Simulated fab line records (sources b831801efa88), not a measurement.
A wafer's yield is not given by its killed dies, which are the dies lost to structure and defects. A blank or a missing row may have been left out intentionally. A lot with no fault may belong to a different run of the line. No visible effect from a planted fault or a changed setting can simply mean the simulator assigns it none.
Which of the tools did it? || flow sky130 || 13 lots with 39 wafers sampled at 4 steps, on a route of 708 steps

WHAT EACH GAUGE READ, for each wafer
SKY_PASSIVATION_THK_MEAS_03. Usual: PASSIVATION_CVD_02_THK typically reads 541 nm, with standard deviation 7.5.
{"lot": "L477", "measured": "day 43 17:35", "on": "film metro-02", "PASSIVATION_CVD_02_THK (nm)": "535 545 550", "flag": ""}
{"lot": "L478", "measured": "day 43 19:19", "on": "film metro-02", "PASSIVATION_CVD_02_THK (nm)": "536 532 544", "flag": ""}
{"lot": "L483", "measured": "day 45 16:23", "on": "film metro-04", "PASSIVATION_CVD_02_THK (nm)": "545 538 538", "flag": ""}
{"lot": "L484", "measured": "day 45 19:13", "on": "film metro-02", "PASSIVATION_CVD_02_THK (nm)": "543 549 548", "flag": ""}
{"lot": "L485", "measured": "day 45 21:25", "on": "film metro-02", "PASSIVATION_CVD_02_THK (nm)": "532 540 546", "flag": ""}
{"lot": "L487", "measured": "day 46 07:53", "on": "film metro-01", "PASSIVATION_CVD_02_THK (nm)": "528 529 542", "flag": ""}
{"lot": "L489", "measured": "day 46 20:57", "on": "film metro-01", "PASSIVATION_CVD_02_THK (nm)": "532 538 535", "flag": ""}
{"lot": "L492", "measured": "day 47 17:23", "on": "film metro-04", "PASSIVATION_CVD_02_THK (nm)": "536 525 535", "flag": ""}
{"lot": "L493", "measured": "day 47 22:20", "on": "film metro-01", "PASSIVATION_CVD_02_THK (nm)": "550 538 551", "flag": ""}
{"lot": "L496", "measured": "day 48 20:29", "on": "film metro-01", "PASSIVATION_CVD_02_THK (nm)": "539 541 550", "flag": ""}
{"lot": "L497", "measured": "day 48 22:55", "on": "film metro-01", "PASSIVATION_CVD_02_THK (nm)": "522 551 543", "flag": ""}
{"lot": "L499", "measured": "day 49 05:04", "on": "film metro-04", "PASSIVATION_CVD_02_THK (nm)": "538 547 554", "flag": ""}
{"lot": "L500", "measured": "day 49 09:19", "on": "film metro-02", "PASSIVATION_CVD_02_THK (nm)": "543 552 545", "flag": ""}

TOOL THAT RAN EACH LOT (tool first, then ch and the chambers of the sampled wafers, then the start)
{"lot": "L477", "SKY_LDD_P_STRIP_10": "plasma asher-04 ch 0,1, day 18 17:46", "SKY_METAL5_SPUTTER_02": "pvd sputter-01, day 42 17:37", "SKY_METAL5_DESCUM_14": "rie metal-01 ch 0,1, day 43 16:23"}
{"lot": "L478", "SKY_LDD_P_STRIP_10": "plasma asher-03 ch 0,1, day 18 23:26", "SKY_METAL5_SPUTTER_02": "pvd sputter-01, day 42 19:25", "SKY_METAL5_DESCUM_14": "rie metal-01 ch 0,1, day 43 18:08"}
{"lot": "L483", "SKY_LDD_P_STRIP_10": "plasma asher-04 ch 0,1, day 21 08:02", "SKY_METAL5_SPUTTER_02": "pvd sputter-01, day 44 17:14", "SKY_METAL5_DESCUM_14": "rie metal-01 ch 0,1, day 45 14:43"}
{"lot": "L484", "SKY_LDD_P_STRIP_10": "plasma asher-02 ch 0,1, day 21 16:17", "SKY_METAL5_SPUTTER_02": "pvd sputter-04, day 44 20:32", "SKY_METAL5_DESCUM_14": "rie metal-01 ch 0,1, day 45 18:03"}
{"lot": "L485", "SKY_LDD_P_STRIP_10": "plasma asher-02 ch 0,1, day 21 22:22", "SKY_METAL5_SPUTTER_02": "pvd sputter-04, day 44 22:52", "SKY_METAL5_DESCUM_14": "rie metal-03 ch 0, day 45 20:15"}
{"lot": "L487", "SKY_LDD_P_STRIP_10": "plasma asher-04 ch 0,1, day 22 13:41", "SKY_METAL5_SPUTTER_02": "pvd sputter-04, day 45 10:19", "SKY_METAL5_DESCUM_14": "rie metal-04 ch 0,1, day 46 06:42"}
{"lot": "L489", "SKY_LDD_P_STRIP_10": "plasma asher-04 ch 0, day 23 12:53", "SKY_METAL5_SPUTTER_02": "pvd sputter-01, day 45 23:11", "SKY_METAL5_DESCUM_14": "rie metal-04 ch 0,1, day 46 19:47"}
{"lot": "L492", "SKY_LDD_P_STRIP_10": "plasma asher-04 ch 0,1, day 24 13:20", "SKY_METAL5_SPUTTER_02": "pvd sputter-02, day 46 19:53", "SKY_METAL5_DESCUM_14": "rie metal-04 ch 0,1, day 47 16:05"}
{"lot": "L493", "SKY_LDD_P_STRIP_10": "plasma asher-04 ch 0,1, day 24 23:20", "SKY_METAL5_SPUTTER_02": "pvd sputter-01, day 47 02:20", "SKY_METAL5_DESCUM_14": "rie metal-01 ch 0,1, day 47 21:06"}
{"lot": "L496", "SKY_LDD_P_STRIP_10": "plasma asher-03 ch 0,1, day 26 03:50", "SKY_METAL5_SPUTTER_02": "pvd sputter-01, day 48 02:14", "SKY_METAL5_DESCUM_14": "rie metal-03 ch 0,1, day 48 19:19"}
{"lot": "L497", "SKY_LDD_P_STRIP_10": "plasma asher-03 ch 0,1, day 26 15:55", "SKY_METAL5_SPUTTER_02": "pvd sputter-02, day 48 03:06", "SKY_METAL5_DESCUM_14": "rie metal-03 ch 0,1, day 48 21:44"}
{"lot": "L499", "SKY_LDD_P_STRIP_10": "plasma asher-03 ch 1, day 26 21:05", "SKY_METAL5_SPUTTER_02": "pvd sputter-04, day 48 10:01", "SKY_METAL5_DESCUM_14": "rie metal-03 ch 0,1, day 49 03:51"}
{"lot": "L500", "SKY_LDD_P_STRIP_10": "plasma asher-03 ch 0,1, day 27 09:20", "SKY_METAL5_SPUTTER_02": "pvd sputter-02, day 48 14:32", "SKY_METAL5_DESCUM_14": "rie metal-01 ch 0, day 49 08:06"}
- SKY_LDD_P_STRIP_10: strips in O2/N2.
- SKY_METAL5_SPUTTER_02: material AlCu, target thk 1150 nm, time 61.2 s.
- SKY_METAL5_DESCUM_14: chemistry O2, time 11 s.

AS READ BY THE TOOLS THEMSELVES (means over the sampled wafers that have a number; for cases with no such wafer, the mark the record gives instead)
SKY_LDD_P_STRIP_10. Usual: drypump motor current A 5.8 A, standard deviation 0.39; oes product au 0.715 a.u., standard deviation 0.0045; strip time to endpoint s 14.17 s, standard deviation 0.044.
{"lot": "L477", "tool": "plasma asher-04", "drypump motor current A (A)": 5.8, "oes product au (a.u.)": 0.714, "strip time to endpoint s (s)": 14.25, "flag": ""}
{"lot": "L478", "tool": "plasma asher-03", "drypump motor current A (A)": 6.0, "oes product au (a.u.)": 0.716, "strip time to endpoint s (s)": 14.12, "flag": ""}
{"lot": "L483", "tool": "plasma asher-04", "drypump motor current A (A)": 5.6, "oes product au (a.u.)": 0.714, "strip time to endpoint s (s)": 14.16, "flag": ""}
{"lot": "L484", "tool": "plasma asher-02", "drypump motor current A (A)": 5.3, "oes product au (a.u.)": 0.712, "strip time to endpoint s (s)": 14.17, "flag": ""}
{"lot": "L485", "tool": "plasma asher-02", "drypump motor current A (A)": 5.1, "oes product au (a.u.)": 0.718, "strip time to endpoint s (s)": 14.14, "flag": ""}
{"lot": "L487", "tool": "plasma asher-04", "drypump motor current A (A)": 5.7, "oes product au (a.u.)": 0.712, "strip time to endpoint s (s)": 14.09, "flag": ""}
{"lot": "L489", "tool": "plasma asher-04", "drypump motor current A (A)": 5.9, "oes product au (a.u.)": 0.714, "strip time to endpoint s (s)": 14.19, "flag": ""}
{"lot": "L492", "tool": "plasma asher-04", "drypump motor current A (A)": 5.8, "oes product au (a.u.)": 0.715, "strip time to endpoint s (s)": 14.26, "flag": ""}
{"lot": "L493", "tool": "plasma asher-04", "drypump motor current A (A)": 5.7, "oes product au (a.u.)": 0.711, "strip time to endpoint s (s)": 14.20, "flag": ""}
{"lot": "L496", "tool": "plasma asher-03", "drypump motor current A (A)": 6.1, "oes product au (a.u.)": 0.712, "strip time to endpoint s (s)": 14.14, "flag": ""}
{"lot": "L497", "tool": "plasma asher-03", "drypump motor current A (A)": 6.0, "oes product au (a.u.)": 0.713, "strip time to endpoint s (s)": 14.15, "flag": ""}
{"lot": "L499", "tool": "plasma asher-03", "drypump motor current A (A)": 6.2, "oes product au (a.u.)": 0.718, "strip time to endpoint s (s)": 14.18, "flag": ""}
{"lot": "L500", "tool": "plasma asher-03", "drypump motor current A (A)": 6.0, "oes product au (a.u.)": 0.711, "strip time to endpoint s (s)": 14.19, "flag": ""}

SKY_METAL5_SPUTTER_02. Usual: throttle valve pct at 29.7 %, with a standard deviation of 0.89.
{"lot": "L477", "tool": "pvd sputter-01", "throttle valve pct (%)": 29.6, "flag": ""}
{"lot": "L478", "tool": "pvd sputter-01", "throttle valve pct (%)": 29.8, "flag": ""}
{"lot": "L483", "tool": "pvd sputter-01", "throttle valve pct (%)": 29.9, "flag": ""}
{"lot": "L484", "tool": "pvd sputter-04", "throttle valve pct (%)": 30.4, "flag": ""}
{"lot": "L485", "tool": "pvd sputter-04", "throttle valve pct (%)": 31.0, "flag": ""}
{"lot": "L487", "tool": "pvd sputter-04", "throttle valve pct (%)": 29.7, "flag": ""}
{"lot": "L489", "tool": "pvd sputter-01", "throttle valve pct (%)": 29.8, "flag": ""}
{"lot": "L492", "tool": "pvd sputter-02", "throttle valve pct (%)": 29.1, "flag": ""}
{"lot": "L493", "tool": "pvd sputter-01", "throttle valve pct (%)": 29.6, "flag": ""}
{"lot": "L496", "tool": "pvd sputter-01", "throttle valve pct (%)": 29.4, "flag": ""}
{"lot": "L497", "tool": "pvd sputter-02", "throttle valve pct (%)": 29.4, "flag": ""}
{"lot": "L499", "tool": "pvd sputter-04", "throttle valve pct (%)": 29.8, "flag": ""}
{"lot": "L500", "tool": "pvd sputter-02", "throttle valve pct (%)": 28.9, "flag": ""}

SKY_METAL5_DESCUM_14. Usual: drypump motor current A 5.81 A, standard deviation 0.26; oes product au 1.000 a.u., standard deviation 0.0091.
{"lot": "L477", "tool": "rie metal-01", "drypump motor current A (A)": 6.07, "oes product au (a.u.)": 1.000, "flag": ""}
{"lot": "L478", "tool": "rie metal-01", "drypump motor current A (A)": 6.08, "oes product au (a.u.)": 1.004, "flag": ""}
{"lot": "L483", "tool": "rie metal-01", "drypump motor current A (A)": 5.89, "oes product au (a.u.)": 1.001, "flag": ""}
{"lot": "L484", "tool": "rie metal-01", "drypump motor current A (A)": 6.06, "oes product au (a.u.)": 0.998, "flag": ""}
{"lot": "L485", "tool": "rie metal-03", "drypump motor current A (A)": 5.43, "oes product au (a.u.)": 1.002, "flag": ""}
{"lot": "L487", "tool": "rie metal-04", "drypump motor current A (A)": 5.75, "oes product au (a.u.)": 1.012, "flag": ""}
{"lot": "L489", "tool": "rie metal-04", "drypump motor current A (A)": 5.76, "oes product au (a.u.)": 1.014, "flag": ""}
{"lot": "L492", "tool": "rie metal-04", "drypump motor current A (A)": 5.77, "oes product au (a.u.)": 1.004, "flag": ""}
{"lot": "L493", "tool": "rie metal-01", "drypump motor current A (A)": 6.09, "oes product au (a.u.)": 1.010, "flag": ""}
{"lot": "L496", "tool": "rie metal-03", "drypump motor current A (A)": 5.63, "oes product au (a.u.)": 0.995, "flag": ""}
{"lot": "L497", "tool": "rie metal-03", "drypump motor current A (A)": 5.65, "oes product au (a.u.)": 0.985, "flag": ""}
{"lot": "L499", "tool": "rie metal-03", "drypump motor current A (A)": 5.64, "oes product au (a.u.)": 0.996, "flag": ""}
{"lot": "L500", "tool": "rie metal-01", "drypump motor current A (A)": 6.26, "oes product au (a.u.)": 1.012, "flag": ""}

THE ANSWER, worked out from the rows above alone
Rule: lot off if the mean of its wafers having a number is beyond 3 standard deviations from the usual mean. A lot without any number at a reading at which 4 lots or more have one is off too. Where the step has rows for the other lots, those lots are counted as sound. Order of review: gauges by route order, followed by the tools' own readings, for which a lot's mean as printed above is used. The first step at which some lot is off is used, and at that step the reading that is off furthest; a lot without a number counts as furthest.
Across all readings shown, no lot is off: no conclusion can be drawn from this.

WHAT THE SIMULATOR HAD PUT IN
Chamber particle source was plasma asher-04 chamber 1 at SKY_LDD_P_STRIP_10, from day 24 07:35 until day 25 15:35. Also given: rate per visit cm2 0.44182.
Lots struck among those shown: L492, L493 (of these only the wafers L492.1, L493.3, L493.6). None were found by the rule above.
